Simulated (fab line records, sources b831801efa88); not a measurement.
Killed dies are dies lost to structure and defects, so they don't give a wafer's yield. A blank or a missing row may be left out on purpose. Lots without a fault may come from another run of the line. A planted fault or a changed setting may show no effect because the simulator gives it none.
fab line records | flow sky130 | part 2 of 2: steps 26 to 36 of 36
record lots=5 wafers=15 last_day=51
route steps=708 shown VIA2@519 METAL3@532 CAPM@537
lots that met no fault: from a run of the same line without faults
start_h: hours from the record's first day to the start of the lot's first wafer shown | wait_h: hours since the lot's step before | " the same as in the row above | L1.1+2: a row that stands for several wafers | - no value, or no start given | * or withheld: withheld | < > ~ a bound
route shown NAME@n: a module of which the file shows steps, and the number in the route of the first | usual: mean/standard deviation of fault-free wafers | same: alike in all rows | chamber/n: place in a boat | sites: the reading at each site | _std_site: their standard deviation | _edge_site: outer sites' mean less inner sites' | radius_mm: how far each site lies from the wafer's centre | mask NAME#n: copy n | behind: the tool/chamber that last shaped the wafer | hold: why the lot was held/for how many hours/how that ended | device: the transistor (n, p or np) that didn't switch | end of line: the same wafers' tests at the end of the route | a step without rows: its recipe alone | killed: dies lost to structure and defects at the first sort, not the wafer's yield | map: a wafer's dies, x killed, . not, _ none there
set.NAME: the setting as run; set.NAME@STEP: as run at that earlier step | model.NAME: the simulator's own value behind a step, which no gauge read
lots at some steps of the route; a table a step, a row a wafer
services: from which hour (start_h, from the record's first day; less than 0 if before it) a tool's chamber was out of use, for how many hours, and why
## steps
# step SKY_CAPM_COAT_07
# recipe resist=NOVOLAK spin_rpm=3000 resist_thk_nm=1140
# usual spin_speed_rpm=3000.1/1.8
# columns lot.wafer tool chamber start_h wait_h spin_speed_rpm
L075.1 litho_track-01 0 880.35 0.1 3001.6
L075.2 " 0 " " 3000.1
L075.4 " 0 " " 3001.0
L079.3 litho_track-04 0 917.85 0.1 3001.8
L079.4 " 0 " " 2999.2
L079.6 " 0 " " 3003.7
L085.1 litho_track-03 0 948.31 0.1 3002.4
L085.3 " 0 " " 3003.2
L085.6 " 0 " " 3000.9
L087.1 litho_track-03 0 967.71 0.1 3004.4
L087.2 " 0 " " 3000.8
L087.3 " 0 " " 3000.5
L097.2 litho_track-04 0 1041.23 0.1 3000.2
L097.3 " 0 " " 3000.6
L097.4 " 0 " " 3001.5
# step SKY_CAPM_SOFTBAKE_08
# recipe temp_c=90 time_s=60 resist=NOVOLAK
# usual heater_power_total_W=56.60/0.044
# columns lot.wafer tool chamber start_h wait_h heater_power_total_W
L075.1 litho_track-01 0 880.50 0.1 56.60
L075.2 " 0 " " 56.65
L075.4 " 0 " " 56.68
L079.3 litho_track-04 0 918.00 0.1 56.58
L079.4 " 0 " " 56.56
L079.6 " 0 " " 56.60
L085.1 litho_track-03 0 948.46 0.1 56.58
L085.3 " 0 " " 56.63
L085.6 " 0 " " 56.55
L087.1 litho_track-03 0 967.86 0.1 56.57
L087.2 " 0 " " 56.55
L087.3 " 0 " " 56.62
L097.2 litho_track-04 0 1041.38 0.1 56.58
L097.3 " 0 " " 56.56
L097.4 " 0 " " 56.53
# step SKY_CAPM_EXPOSE_09
# recipe mask_id=CAPM na=0.6 source_shape=conventional sigma_outer=0.6 polarization=unpolarized target_cd_nm=1000 dose_mj=159
# usual exposure_dose_mJ_cm2=159.01/0.16
# columns lot.wafer tool chamber start_h wait_h mask exposure_dose_mJ_cm2
L075.1 iline_stepper-01 0 - - CAPM#0 159.17
L075.2 " 0 " " CAPM#0 159.09
L075.4 " 0 " " CAPM#0 159.26
L079.3 iline_stepper-01 0 - - CAPM#0 158.93
L079.4 " 0 " " CAPM#0 158.81
L079.6 " 0 " " CAPM#0 158.85
L085.1 iline_stepper-02 0 - - CAPM#0 159.08
L085.3 " 0 " " CAPM#0 158.77
L085.6 " 0 " " CAPM#0 158.93
L087.1 iline_stepper-02 0 - - CAPM#0 159.12
L087.2 " 0 " " CAPM#0 159.07
L087.3 " 0 " " CAPM#0 158.93
L097.2 iline_stepper-02 0 - - CAPM#0 158.93
L097.3 " 0 " " CAPM#0 158.78
L097.4 " 0 " " CAPM#0 158.89
# step SKY_CAPM_PEB_10
# recipe temp_c=withheld time_s=* resist=NOVOLAK
# columns lot.wafer tool chamber start_h wait_h
L075.1+2+4 litho_track-01 0 - -
L079.3+4+6 litho_track-03 0 - -
L085.1+3+6 litho_track-03 0 - -
L087.1+2+3 litho_track-04 0 - -
L097.2+3+4 litho_track-01 0 - -
# step SKY_CAPM_DEVELOP_11
# recipe resist=NOVOLAK developer=TMAH develop_time_s=60 dev_temp_c=23
# same develop_time_s=60
# columns lot.wafer tool chamber start_h wait_h
L075.1+2+4 litho_track-01 0 893.05 0.1
L079.3+4+6 litho_track-03 0 930.01 0.1
L085.1+3+6 litho_track-03 0 960.56 0.1
L087.1+2+3 litho_track-04 0 979.65 0.1
L097.2+3+4 litho_track-01 0 1051.88 0.1
# step SKY_CAPM_OVL_MEAS_12
# usual CAPM_OVL=-0.3/1.5
# columns lot.wafer tool chamber start_h wait_h CAPM_OVL[nm]
L075.1 overlay-01 - 893.20 0.1 -0.5
L075.2 " - " " 1.6
L075.4 " - " " -0.2
L079.3 overlay-02 - 930.12 0.1 2.8
L079.4 " - " " -0.7
L079.6 " - " " 1.3
L085.1 overlay-02 - 960.71 0.1 -2.2
L085.3 " - " " -1.1
L085.6 " - " " -0.8
L087.1 overlay-01 - 979.80 0.1 0.0
L087.2 " - " " -0.6
L087.3 " - " " -1.6
L097.2 overlay-01 - 1052.01 0.1 -2.4
L097.3 " - " " -0.6
L097.4 " - " " -1.9
# step SKY_CAPM_METAL_ETCH_13
# recipe target_depth_nm=220 stop_on=SiO2 chemistry=Cl2/BCl3 target=TiN pressure_mtorr=10 icp_w=900 bias_w=48.5 Cl2_flow_sccm=60 bcl3_flow_sccm=30 time_s=62.9
# usual drypump_motor_current_A=5.7/0.53 oes_product_au=0.944/0.0081 rf_fwd_power_W=891/3.4 throttle_valve_pct=21.899/0.01
# columns lot.wafer tool chamber start_h wait_h drypump_motor_current_A oes_product_au rf_fwd_power_W rf_hours_counter_h throttle_valve_pct
L075.1 rie_metal-04 0 893.24 0.0 6.1 0.961 886 15 21.891
L075.2 " 1 " " 6.3 0.952 892 3 21.891
L075.4 " 1 " " 6.4 0.960 894 - 21.903
L079.3 rie_metal-03 1 930.17 0.0 5.9 0.949 890 - 21.903
L079.4 " 0 " " 4.9 0.949 893 - 21.895
L079.6 " 0 " " 4.9 0.944 892 - 21.925
L085.1 rie_metal-03 1 960.75 0.0 5.8 0.943 890 18 21.894
L085.3 " 1 " " 5.9 0.940 889 - 21.894
L085.6 " 1 " " 5.9 0.940 893 - 21.893
L087.1 rie_metal-03 1 979.84 0.0 5.8 0.923 889 19 21.903
L087.2 " 0 " " 4.9 0.931 889 8 21.892
L087.3 " 0 " " 4.9 0.930 887 - 21.901
L097.2 rie_metal-04 1 1052.04 0.0 6.3 0.954 895 12 21.903
L097.3 " 0 " " 6.0 0.950 886 - 21.898
L097.4 " 1 " " 6.3 0.945 898 - 21.907
# step SKY_CAPM_STRIP_14
# recipe chemistry=O2/N2 power_w=1400 pressure_mtorr=1500 platen_temp_c=withheld o2_flow_sccm=3000 n2_flow_sccm=300 overash_fraction=0.5
# usual drypump_motor_current_A=6.1/0.38 oes_product_au=0.710/0.0044 strip_time_to_endpoint_s=12.64/0.043
# columns lot.wafer tool chamber start_h wait_h drypump_motor_current_A oes_product_au rf_hours_counter_h strip_time_to_endpoint_s
L075.1 plasma_asher-03 0 893.32 0.1 5.8 0.711 15 12.63
L075.2 " 1 " " 6.5 0.707 15 12.65
L075.4 " 0 " " 5.8 0.711 - 12.64
L079.3 plasma_asher-04 1 930.26 0.1 6.2 0.720 - 12.66
L079.4 " 0 " " 6.1 0.714 - 12.63
L079.6 " 1 " " 6.2 0.712 - 12.67
L085.1 plasma_asher-02 1 960.82 0.1 5.2 0.702 81 12.66
L085.3 " 0 " " 6.3 0.711 - 12.64
L085.6 " 0 " " 6.4 0.716 - 12.62
L087.1 plasma_asher-04 1 979.92 0.1 6.2 0.710 55 12.63
L087.2 " 0 " " 6.1 0.716 55 12.63
L087.3 " 0 " " 6.1 0.713 - 12.59
L097.2 plasma_asher-03 1 1052.12 0.1 6.5 0.706 31 12.64
L097.3 " 0 " " 5.8 0.706 - 12.67
L097.4 " 1 " " 6.5 0.705 - 12.69
# step SKY_CAPM_STRIP_15
# recipe chemistry=post_etch_residue_remover time_s=1200 temp_c=72.5
# columns lot.wafer tool chamber start_h wait_h
L075.1+2+4 wet_bench-03 3 893.42 0.1
L079.3+4+6 wet_bench-01 1 930.32 0.0
L085.1+3+6 wet_bench-03 0 960.92 0.1
L087.1+2+3 wet_bench-03 1 980.02 0.1
L097.2+3+4 wet_bench-04 0 1052.22 0.1
# step SKY_CAPM_CLEAN_16
# recipe chemistry=IPA time_s=180 temp_c=25
# columns lot.wafer tool chamber start_h wait_h
L075.1+2+4 wet_bench-04 3 893.76 0.0
L079.3+4+6 wet_bench-03 3 930.66 0.0
L085.1+3+6 wet_bench-01 2 961.30 0.0
L087.1+2+3 wet_bench-01 2 980.39 0.0
L097.2+3+4 wet_bench-03 1 1052.59 0.0
# step SKY_CAPM_CLEAN_17
# recipe chemistry=O3/DIW dry=n2_spin
# columns lot.wafer tool chamber start_h wait_h
L075.1+2+4 wet_bench-03 2 893.82 0.0
L079.3+4+6 wet_bench-04 3 930.73 0.0
L085.1+3+6 wet_bench-04 0 961.35 0.0
L087.1+2+3 wet_bench-03 0 980.45 0.0
L097.2+3+4 wet_bench-04 1 1052.65 0.0
## services
# columns tool chamber start_h hours kind
plasma_asher-04 - 846.72 2.0 repair
rie_diel-01 0 865.99 36.1 repair
rie_diel-01 - 879.33 0.6 repair
wet_bench-01 - 920.75 5.0 repair
pvd_sputter-04 - 927.69 6.7 repair
wet_bench-01 - 936.22 1.9 pm
cmp-02 - 942.63 1.1 repair
pvd_sputter-04 - 950.27 2.5 repair
cmp-02 - 951.66 0.9 repair
pvd_sputter-04 - 960.25 0.5 repair
iline_stepper-02 - 960.47 1.7 pm
plasma_asher-01 - 967.37 3.0 repair
cmp-02 - 967.70 1.1 repair
rie_diel-01 - 969.94 0.6 repair
rie_diel-01 - 971.82 0.6 repair
cmp-02 - 973.28 2.8 repair
pvd_sputter-02 - 997.58 3.0 repair
pvd_sputter-03 - 1000.23 11.2 repair
pvd_sputter-04 - 1010.21 1.1 repair
pvd_sputter-03 - 1010.42 7.7 repair
cmp-02 - 1016.92 2.9 pm
pvd_sputter-03 - 1017.47 2.0 repair
rie_diel-01 2 1033.71 3.0 repair
pvd_sputter-04 - 1039.13 1.6 repair
